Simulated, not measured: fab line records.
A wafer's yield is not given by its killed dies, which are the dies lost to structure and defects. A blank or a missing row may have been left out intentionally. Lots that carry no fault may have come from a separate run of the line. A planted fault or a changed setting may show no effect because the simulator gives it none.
The same fault as seen by 2 desks :: flow sky130 :: what lay behind the numbers comes last; until then each desk has only its own

== THE METROLOGY DESK ==
Means of the sampled wafers that have a number, per lot and without regard to the tool the lot ran on: this is what the gauges read. A lot is out of limits, marked OUT, if its mean lies more than 4 standard deviations from the usual mean; the brackets give that distance.
Columns: A = cd_nm at SKY_CONTACT_CD_MEAS_14, usual 169.7 nm; B = CONTACT_OVL at SKY_CONTACT_OVL_MEAS_15, usual -1 nm
lot: L561
first seen here: day 33 01:09
A: 168.1
B: -4

lot: L564
first seen here: day 33 15:52
A: 170.8
B: 1

lot: L571
first seen here: day 36 01:23
A: 168.3
B: -12

lot: L573
first seen here: day 36 22:38
A: 171.2
B: 8

lot: L574
first seen here: day 37 04:14
A: 170.5
B: -5

lot: L576
first seen here: day 37 14:17
A: 169.7
B: 4

lot: L580
first seen here: day 38 15:05
A: 168.7
B: 2

lot: L581
first seen here: day 38 18:27
A: 167.0
B: -3

lot: L582
first seen here: day 39 09:26
A: 168.8
B: 3
This desk's finding: nothing out of limits on any of the 9 lots.

== TOOL OWNER'S DESK, rie_metal-04 ==
The tool's own readings at SKY_LOCAL_INTERCONNECT_ETCH_13 (etches BARC in N2/H2, stops on SiO2, time 45.9 s, target depth 60 nm): means of the sampled wafers that have a number, for each lot that ran on this tool. A lot is out of limits, marked OUT, if its mean lies more than 4 standard deviations from the usual mean; the brackets give that distance.
Columns: A = bias_w at SKY_LOCAL_INTERCONNECT_ETCH_13, usual 100.0 W; B = drypump_motor_current_A at SKY_LOCAL_INTERCONNECT_ETCH_13, usual 5.5 A; C = oes_product_au at SKY_LOCAL_INTERCONNECT_ETCH_13, usual 0.855 a.u.; D = throttle_valve_pct at SKY_LOCAL_INTERCONNECT_ETCH_13, usual 13.224 %
lot: L561
first seen here: day 31 20:11
A: 99.9
B: 5.6
C: 0.850
D: 13.231

lot: L564
first seen here: day 32 10:07
A: 100.0
B: 5.4
C: 0.833 (-4.7) OUT
D: 13.227

lot: L573
first seen here: day 35 18:22
A: 100.0
B: 5.4
C: 0.852
D: 13.236

lot: L574
first seen here: day 36 00:35
A: 100.0
B: 5.2
C: 0.857
D: 13.223

lot: L576
first seen here: day 36 10:38
A: 99.9
B: 5.2
C: 0.852
D: 13.220

lot: L581
first seen here: day 37 14:28
A: 100.4
B: 5.8
C: 0.857
D: 13.224

lot: L582
first seen here: day 38 06:49
A: 99.9
B: 5.6
C: 0.852
D: 13.216
This desk finds L564 out of limits, L564 being first, at day 32 10:07 (oes_product_au at SKY_LOCAL_INTERCONNECT_ETCH_13). Within limits: L561, L573, L574, L576, L581, L582.

== PUT TOGETHER ==
On L564, at day 32 10:07, an alarm was possible from the tool owner's desk.
At the metrology desk, nothing out of limits was observed.
The metrology desk has L564 on record, within its limits.
The lots listed all ran SKY_LOCAL_INTERCONNECT_ETCH_13 on rie_metal-04.

== WHAT THE SIMULATOR HAD INSERTED ==
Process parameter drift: rie_metal-04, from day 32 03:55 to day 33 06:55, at SKY_LOCAL_INTERCONNECT_ETCH_13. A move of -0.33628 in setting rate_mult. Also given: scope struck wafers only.
Shown lots that were struck: L564.
Hours from the fault's start to each desk's first reading out of limits: the tool owner's desk, 6.
